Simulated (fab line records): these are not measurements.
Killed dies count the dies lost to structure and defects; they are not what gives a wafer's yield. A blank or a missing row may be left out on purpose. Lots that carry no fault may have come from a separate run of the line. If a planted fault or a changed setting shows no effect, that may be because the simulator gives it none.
fab line records	flow sky130
record lots=12	wafers=36	last-day=50
route steps=708 shown METAL2@483 VIA2@527 VIA3@587
lots that met no fault: from a run of the same line without faults
start-h: start of the lot's first displayed wafer, in hours after the record's first day	wait-h: hours since the lot's step before	" identical to the entry in the row above	L1.1+2: a single row standing in for several wafers	- value missing, or start not given	* or withheld: withheld	< > ~ a bound
route shown NAME@n: a module of which the file shows steps, and the number in the route of the first	usual: mean/standard deviation taken from wafers without a fault	same: alike in all rows	chamber/n: place in a boat	sites: per-site readings	_std_site: how widely they spread, as a standard deviation	_edge_site: inner sites' mean taken away from outer sites' mean	radius-mm: for every site, how far away it sits from the centre of the wafer	mask NAME#n: copy n	behind: the most recent tool/chamber to have shaped the wafer	hold: what put the lot on hold/how long, in hours/how the hold closed	device: the n, p or np transistor that did not switch	end of line: at the end of the route, the tests of the same wafers	for a step that has no rows: nothing shown but its recipe	killed: dies lost to structure and defects at the first sort, not the wafer's yield	map: dies across one wafer; x = killed, . = not, _ = none there
set.NAME: the setting as run; set.NAME@STEP: as run at that earlier step	model.NAME: the simulator's own value behind a step, which no gauge read
a sample of lots followed through the steps of the route, with each step as a table and each wafer as a row
services: the hour from which a tool's chamber was out of use, counted from the record's first day as start-h (under 0 if before that day), plus the number of hours and why
## steps
# step SKY_METAL2_SPUTTER_00
# recipe material=Ti	target-thk-nm=15	power-w=3000	time-s=10	chamber-pressure-pa=0.4
# usual throttle-valve-pct=30.1/0.95
lot.wafer	tool	chamber	start-h	wait-h	throttle-valve-pct
L579.1	pvd-sputter-01	-	809.84	0.1	30.1
L579.4	"	-	"	"	28.5
L579.5	"	-	"	"	30.0
L580.2	pvd-sputter-01	-	813.64	0.1	30.1
L580.3	"	-	"	"	30.2
L580.6	"	-	"	"	30.2
L581.1	pvd-sputter-02	-	817.65	0.1	30.4
L581.2	"	-	"	"	31.6
L581.3	"	-	"	"	28.4
L582.1	pvd-sputter-01	-	822.41	0.2	30.0
L582.3	"	-	"	"	30.1
L582.4	"	-	"	"	28.4
L583.2	pvd-sputter-02	-	835.09	0.1	28.4
L583.3	"	-	"	"	30.3
L583.5	"	-	"	"	30.4
L584.2	pvd-sputter-04	-	836.09	0.1	31.4
L584.3	"	-	"	"	30.3
L584.6	"	-	"	"	30.2
L585.1	pvd-sputter-02	-	845.94	0.1	30.0
L585.2	"	-	"	"	31.6
L585.4	"	-	"	"	30.3
L586.3	pvd-sputter-01	-	856.90	0.2	28.6
L586.4	"	-	"	"	30.0
L586.6	"	-	"	"	28.4
L587.2	pvd-sputter-02	-	859.94	0.1	30.1
L587.4	"	-	"	"	28.4
L587.6	"	-	"	"	28.4
L593.2	pvd-sputter-02	-	906.44	0.1	30.1
L593.5	"	-	"	"	29.9
L593.6	"	-	"	"	30.3
L597.1	pvd-sputter-04	-	931.88	0.2	30.3
L597.2	"	-	"	"	29.4
L597.6	"	-	"	"	30.9
L600.1	pvd-sputter-04	-	949.45	0.2	30.1
L600.3	"	-	"	"	31.0
L600.4	"	-	"	"	29.7
# step SKY_METAL2_THK_MEAS_06
# recipe thk-meas-gauge=xrf	reads=AlCu_of_METAL2_SPUTTER_02
# usual METAL2_ALCU_THK=254.8/2.9
lot.wafer	tool	chamber	start-h	wait-h	METAL2_ALCU_THK[nm]
L579.1	film-metro-02	-	810.10	0.1	252.1
L579.4	"	-	"	"	250.9
L579.5	"	-	"	"	248.6
L580.2	film-metro-02	-	813.91	0.1	247.7
L580.3	"	-	"	"	254.0
L580.6	"	-	"	"	246.5
L581.1	film-metro-03	-	817.91	0.1	253.8
L581.2	"	-	"	"	256.1
L581.3	"	-	"	"	259.5
L582.1	film-metro-02	-	822.67	0.1	252.0
L582.3	"	-	"	"	251.7
L582.4	"	-	"	"	251.0
L583.2	film-metro-02	-	835.36	0.1	252.3
L583.3	"	-	"	"	252.0
L583.5	"	-	"	"	248.5
L584.2	film-metro-01	-	836.36	0.1	258.0
L584.3	"	-	"	"	253.9
L584.6	"	-	"	"	254.6
L585.1	film-metro-03	-	846.20	0.1	255.4
L585.2	"	-	"	"	253.9
L585.4	"	-	"	"	252.2
L586.3	film-metro-01	-	857.18	0.1	253.4
L586.4	"	-	"	"	254.3
L586.6	"	-	"	"	253.4
L587.2	film-metro-01	-	860.21	0.1	256.1
L587.4	"	-	"	"	257.0
L587.6	"	-	"	"	256.4
L593.2	film-metro-02	-	906.71	0.1	253.8
L593.5	"	-	"	"	249.1
L593.6	"	-	"	"	252.8
L597.1	film-metro-01	-	932.14	0.1	255.6
L597.2	"	-	"	"	258.7
L597.6	"	-	"	"	258.0
L600.1	film-metro-02	-	949.71	0.1	254.3
L600.3	"	-	"	"	256.1
L600.4	"	-	"	"	254.5
# step SKY_VIA2_SPUTTER_20
# recipe material=TiN	target-thk-nm=20	chamber-pressure-pa=5	power-w=4000	time-s=80
# usual throttle-valve-pct=29.9/0.91
lot.wafer	tool	chamber	start-h	wait-h	throttle-valve-pct
L579.1	pvd-sputter-02	-	864.85	0.0	28.1
L579.4	"	-	"	"	30.3
L579.5	"	-	"	"	30.6
L580.2	pvd-sputter-03	-	869.39	0.0	29.1
L580.3	"	-	"	"	29.3
L580.6	"	-	"	"	29.1
L581.1	pvd-sputter-02	-	872.69	0.0	31.0
L581.2	"	-	"	"	30.3
L581.3	"	-	"	"	28.4
L582.1	pvd-sputter-04	-	876.28	0.0	29.5
L582.3	"	-	"	"	30.8
L582.4	"	-	"	"	30.4
L583.2	pvd-sputter-02	-	888.79	0.0	30.1
L583.3	"	-	"	"	28.8
L583.5	"	-	"	"	31.4
L584.2	pvd-sputter-03	-	891.84	0.0	29.3
L584.3	"	-	"	"	28.9
L584.6	"	-	"	"	29.2
L585.1	pvd-sputter-04	-	899.84	0.0	31.2
L585.2	"	-	"	"	29.7
L585.4	"	-	"	"	30.6
L586.3	pvd-sputter-03	-	911.14	0.0	29.4
L586.4	"	-	"	"	29.2
L586.6	"	-	"	"	29.2
L587.2	pvd-sputter-04	-	913.99	0.0	29.7
L587.4	"	-	"	"	30.3
L587.6	"	-	"	"	31.0
L593.2	pvd-sputter-02	-	958.30	0.0	31.3
L593.5	"	-	"	"	28.5
L593.6	"	-	"	"	31.5
L597.1	pvd-sputter-04	-	982.58	0.0	29.6
L597.2	"	-	"	"	31.3
L597.6	"	-	"	"	31.3
L600.1	pvd-sputter-03	-	1000.71	0.0	29.2
L600.3	"	-	"	"	29.6
L600.4	"	-	"	"	28.9
# step SKY_VIA3_ETCH_14
# recipe chemistry=N2/H2	target=BARC	ion-energy-ev=200	source-w=500	bias-w=100	pressure-mtorr=30	n2-flow-sccm=100	h2-flow-sccm=200	stop-on=SiO2	time-s=45.9	target-depth-a=600
# usual bias-w=100.03/0.28	drypump-motor-current-A=5.6/0.4	oes-product-au=0.855/0.0047	throttle-valve-pct=13.225/0.0094
lot.wafer	tool	chamber	start-h	wait-h	bias-w	drypump-motor-current-A	oes-product-au	rf-hours-counter-h	throttle-valve-pct
L579.1	rie-diel-03	3	944.08	0.0	100.52	5.9	0.855	2	13.232
L579.4	"	2	"	"	99.80	5.4	0.854	19	13.202
L579.5	"	1	"	"	100.41	5.5	0.853	-	13.227
L580.2	rie-diel-02	2	947.93	0.0	100.28	5.3	0.846	18	13.230
L580.3	"	0	"	"	99.76	5.1	0.845	22	13.233
L580.6	"	3	"	"	99.88	5.2	0.857	-	13.227
L581.1	rie-diel-03	2	950.38	0.0	99.89	5.4	0.852	19	13.228
L581.2	"	1	"	"	100.03	5.4	0.848	7	13.217
L581.3	"	3	"	"	100.07	5.9	0.849	3	13.236
L582.1	rie-diel-01	3	954.53	0.0	100.04	6.1	0.849	20	13.199
L582.3	"	2	"	"	99.68	5.3	0.862	11	13.215
L582.4	"	2	"	"	99.84	5.3	0.865	-	13.244
L583.2	rie-diel-01	2	966.06	0.0	100.28	5.3	0.852	11	13.214
L583.3	"	0	"	"	100.00	5.1	0.854	10	13.232
L583.5	"	2	"	"	100.13	5.3	0.859	-	13.219
L584.2	rie-diel-03	3	969.40	0.0	99.40	6.0	0.843	3	13.225
L584.3	"	1	"	"	99.81	5.5	0.851	8	13.233
L584.6	"	3	"	"	99.61	5.9	0.856	-	13.235
L585.1	rie-diel-02	1	975.86	0.0	99.80	6.3	0.853	12	13.228
L585.2	"	2	"	"	100.12	5.3	0.858	19	13.219
L585.4	"	0	"	"	100.35	5.1	0.848	23	13.236
L586.3	rie-diel-01	3	988.15	0.0	99.82	6.0	0.852	21	13.214
L586.4	"	0	"	"	100.60	5.1	0.859	11	13.220
L586.6	"	1	"	"	100.09	6.4	0.856	-	13.208
L587.2	rie-diel-01	0	990.61	0.0	99.57	5.1	0.858	11	13.217
L587.4	"	3	"	"	100.02	6.1	0.856	21	13.226
L587.6	"	3	"	"	100.16	6.1	0.853	-	13.213
L593.2	rie-diel-03	3	1031.01	0.0	115.17	5.9	0.853	5	13.233
L593.5	"	2	"	"	114.58	5.4	0.864	-	13.223
L593.6	"	1	"	"	114.95	5.4	0.864	-	13.211
L597.1	rie-diel-03	2	1053.33	0.0	114.83	5.4	0.865	22	13.194
L597.2	"	1	"	"	115.21	5.5	0.852	11	13.230
L597.6	"	3	"	"	114.67	5.9	0.860	-	13.233
L600.1	rie-diel-01	0	1073.23	0.0	99.94	5.2	0.859	13	13.214
L600.3	"	1	"	"	100.28	6.4	0.861	24	13.228
L600.4	"	2	"	"	100.10	5.3	0.854	15	13.216
## services
tool	chamber	start-h	hours	kind
pvd-sputter-02	-	794.62	0.8	repair
pvd-sputter-01	-	797.49	3.7	repair
pvd-sputter-03	-	806.48	2.3	repair
rie-diel-03	3	809.02	-	clean
rie-diel-03	3	809.02	30.7	scheduled-down
rie-diel-02	1	816.48	4.5	repair
rie-diel-03	-	842.47	14.6	pm
pvd-sputter-01	-	850.02	2.4	repair
rie-diel-03	1	899.67	6.2	repair
rie-diel-02	-	919.46	1.7	repair
rie-diel-03	3	929.04	6.7	repair
pvd-sputter-04	-	932.38	1.5	repair
rie-diel-02	1	934.92	3.7	repair
pvd-sputter-04	-	941.53	4.7	repair
rie-diel-01	0	943.39	15.2	repair
rie-diel-03	3	945.49	3.3	repair
pvd-sputter-01	-	947.22	5.7	repair
rie-diel-03	-	952.53	2.8	pm
rie-diel-02	-	991.60	0.7	repair
rie-diel-02	-	995.46	2.2	repair
pvd-sputter-02	-	1020.43	8.2	repair
rie-diel-02	1	1022.27	7.2	repair
rie-diel-01	-	1046.35	0.6	repair
rie-diel-01	0	1052.26	5.7	repair
## key
first-sign step=SKY_VIA3_ETCH_14	reading=bias-w	direction=up	sigmas=53	usual=100.03	struck=114.90
effect none on later readings
met-at SKY_VIA3_ETCH_14
struck-lots L593,L597
not-acting-at SKY_METAL2_SPUTTER_00,SKY_METAL2_THK_MEAS_06,SKY_VIA2_SPUTTER_20
onset-between 969.40 1031.01
fault kind=process-parameter-drift	tool=rie-diel-03	chamber=-	onset-h=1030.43	steps=SKY_VIA3_ETCH_14	channel=bias-w	offset=14.813	shape=step	end-h=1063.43	acts-in=these-recipes-only	stated=100
